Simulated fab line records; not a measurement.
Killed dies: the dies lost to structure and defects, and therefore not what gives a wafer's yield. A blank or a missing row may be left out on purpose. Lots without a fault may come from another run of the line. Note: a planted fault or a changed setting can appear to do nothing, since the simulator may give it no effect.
Comparing a struck lot with a sound one | flow sky130 | 14 steps out of a route of 708
Sound: the wafers L707.2, L707.4, L707.6. The struck wafers were L713.2, L713.3, L713.4. Last of all comes the cause.
Each step with rows lists, per side, the tool, then ch with its chambers, then its first start. Under that, the readings that differ: sound wafers | struck wafers | difference of the means | sigmas: that difference in standard deviations of wafers without a fault.
alike: readings with means less than 2 such deviations apart, plus words and numbers identical on both sides. not compared: withheld readings, readings lacking a value on some wafer, bounds such as >300 that could conceal the same value, and numbers that have no deviation in the record and whose values overlap.
A row with sigmas, a row that says differs or no value, or rows on one side alone: a step with any of these is where the two part. Numbers that don't overlap but have no deviation are shown without sigmas and don't part them. A reading missing from all wafers of one side parts the sides only when that side holds two or more wafers.

SKY_METAL4_SPUTTER_04: material TiN, target thk 70 nm, time 58.3 s.
  struck on pvd_sputter-03, day 42 09:50; sound on pvd_sputter-04, day 39 17:56
  alike: throttle_valve_pct
SKY_CAP2M_CVD_00: deposits SiO2, target thk 15.5 nm.
  sound on pecvd-03 ch 1,2, day 39 17:59; struck on pecvd-01 ch 1,2, day 42 09:53
  alike: heater_power_w, rf_fwd_power_W
SKY_CAP2M_THK_MEAS_01:
  struck on film_metro-01, day 42 09:56; sound on film_metro-04, day 39 18:01
  alike: CAP2M_CVD_00_THK
SKY_CAP2M_SPUTTER_02: material TiN, target thk 200 nm, time 166.7 s.
  struck on pvd_sputter-02, day 42 09:59; sound on pvd_sputter-02, day 39 18:04
  alike: substrate_temp_c, throttle_valve_pct
SKY_CAP2M_RS_MEAS_03: the measuring method here is four-point-probe.
  struck on film_metro-01, day 42 10:06; sound on film_metro-04, day 39 18:14
  reading               | sound          | struck         | difference | sigmas
  CAP2M_TIN_RS (ohm/sq) | 7.04 7.04 6.95 | 6.78 6.79 6.84 | -0.21      | -2
SKY_CAP2M_THK_MEAS_04: measures by xrf.
  struck on film_metro-01, day 42 10:13; sound on film_metro-04, day 39 18:21
  reading            | sound             | struck            | difference | sigmas
  CAP2M_TIN_THK (nm) | 193.7 195.4 197.5 | 203.8 203.9 202.1 | +7.7       | +3
then, 6 steps without rows for these wafers: SKY_CAP2M_DEHYDRATE_05 (time 60 s); SKY_CAP2M_HMDS_06 (prime time 60 s); SKY_CAP2M_COAT_07 (resist thk 1140 nm); SKY_CAP2M_SOFTBAKE_08 (time 60 s); SKY_CAP2M_EXPOSE_09 (exposes mask CAP2M, target cd 1000 nm); SKY_CAP2M_PEB_10.
SKY_CAP2M_DEVELOP_11: develop time 60 s.
  sound on litho_track-03 ch 0, day 40 18:21; struck on litho_track-03, day 43 09:06
  no value came back on the struck wafers for chill_plate_temp_C (C), develop_time_s (s); on the sound wafers chill_plate_temp_C (C) reads 22.82 22.70 22.83
SKY_CAP2M_OVL_MEAS_12:
  struck on overlay-02, day 43 09:14; sound on overlay-01, day 40 18:29
  reading        | sound       | struck | difference                    | sigmas
  CAP2M_OVL (nm) | 3.0 1.5 1.6 | - - -  | no value on the struck wafers |

WHERE THEY PART
Earliest at SKY_CAP2M_RS_MEAS_03; latest, in this record, at SKY_CAP2M_OVL_MEAS_12.

WHY: the cause the simulator had injected
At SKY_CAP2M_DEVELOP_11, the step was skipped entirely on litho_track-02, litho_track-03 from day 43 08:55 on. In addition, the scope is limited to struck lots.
